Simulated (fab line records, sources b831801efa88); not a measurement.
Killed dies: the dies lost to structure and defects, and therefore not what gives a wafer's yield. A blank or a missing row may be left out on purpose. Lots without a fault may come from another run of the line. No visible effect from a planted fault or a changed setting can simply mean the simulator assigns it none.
Lot-split experiment ; flow gf180mcu ; on a route of 602 steps: 5 lots, 15 wafers read

## ON THE SPLIT
At GF_M2_METAL_ETCH_16 (etches the open film in Cl2/BCl3, stops on SiO2, target depth 627.5 nm, time 104.6 s), the setting time_s was moved away from the recipe's 104.6 s on 5 of the 15 wafers read, by -8.0% to -4.6%. The other wafers ran this setting at the recipe's value.

The reading comes from the split's own step.

## THE READING
KrF_of_M2_COAT_09.thk_nm (the simulator's own value, which no gauge read), in nm, at GF_M2_METAL_ETCH_16 (etches the open film in Cl2/BCl3, stops on SiO2, target depth 627.5 nm, time 104.6 s). No usual value for it is given in the file. The 10 wafers here that ran the recipe average 739.7 nm, standard deviation 4.9 nm.

wafer;tool, chamber at the split;time_s as run, s;against the recipe;KrF_of_M2_COAT_09.thk_nm, nm;against lot-mates on the recipe
L074.5;rie_metal-01, 1;104.6;recipe;746.2;-
L074.6;rie_metal-01, 0;104.6;recipe;737.8;-
L076.1;rie_metal-03, 1;104.6;recipe;742.3;-
L076.4;rie_metal-03, 1;104.6;recipe;736.8;-
L076.5;rie_metal-03, 1;104.6;recipe;736.7;-
L080.2;rie_metal-04, 1;96.21;-8.0%;752.1;+21.7
L080.5;rie_metal-04, 0;96.21;-8.0%;756.3;+25.9
L080.6;rie_metal-04, 1;104.6;recipe;730.4;-
L083.2;rie_metal-04, 0;104.6;recipe;741.7;-
L083.4;rie_metal-04, 1;104.6;recipe;735.5;-
L085.1;rie_metal-01, 0;99.77;-4.6%;756.9;+12.1
L085.2;rie_metal-01, 1;99.77;-4.6%;759.8;+15.0
L085.4;rie_metal-01, 0;104.6;recipe;742.9;-
L085.5;rie_metal-01, 1;99.77;-4.6%;759.5;+14.7
L085.6;rie_metal-01, 0;104.6;recipe;746.8;-

FIT RESULTS
A straight line over all 15 wafers: KrF_of_M2_COAT_09.thk_nm changes by -2.44 nm for each +1% of time_s; r = -0.79; the points scatter about the line by 6 nm.
The same after taking each lot's own level away (the mean of its wafers on the recipe; 15 wafers): -2.98 nm for each +1%; r = -0.96; scatter 2.7 nm.
The reading moves by 24 nm for the largest change in time_s, on that fit.
Across the lots, their own levels run from 730.40 to 744.85 nm, a range of 3.0 times the standard deviation given above.
So the lot-to-lot level blurs the effect unless lot-mates are compared.
Check: for one of the wafers moved furthest among these (-8.0%), held out of the fit, the line's prediction against its lot-mates is +25 nm. Against them it came out at +21.7 nm.

## ADDITIONAL SPLITS CARRIED BY THESE WAFERS
These wafers also went through other splits before the reading. Each is held against what the fit with the lots' levels taken away leaves over:
other split on the same wafers;wafers away from the commonest value;r with KrF_of_M2_COAT_09.thk_nm (lot level and that fit taken away)
GF_V1_COAT_09 resist_thk_nm;6;+0.52
GF_V1_SOFTBAKE_10 temp_c;3;-0.08
GF_M2_SPUTTER_00 power_w;2;-0.08
GF_M2_EXPOSE_11 dose_mj;3;-0.07

## THE WHOLE CHAIN: every reading that the file lists as answering this split, in the file's order
step;what it does;reading;change (the file's fit);r (the file's)
GF_M2_METAL_ETCH_16;etches the open film in Cl2/BCl3, stops on SiO2, target depth 627.5 nm, time 104.6 s;M2.feature_depth_nm (the simulator's own value, which no gauge read);+4.57 nm for each +1% of the setting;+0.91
GF_M2_METAL_ETCH_16;etches the open film in Cl2/BCl3, stops on SiO2, target depth 627.5 nm, time 104.6 s;KrF_of_M2_COAT_09.thk_nm (the simulator's own value, which no gauge read);-2.97 nm for each +1% of the setting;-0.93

## FILE'S OWN FIT
KrF_of_M2_COAT_09.thk_nm changes by -2.97 nm for each +1% of time_s, r = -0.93.
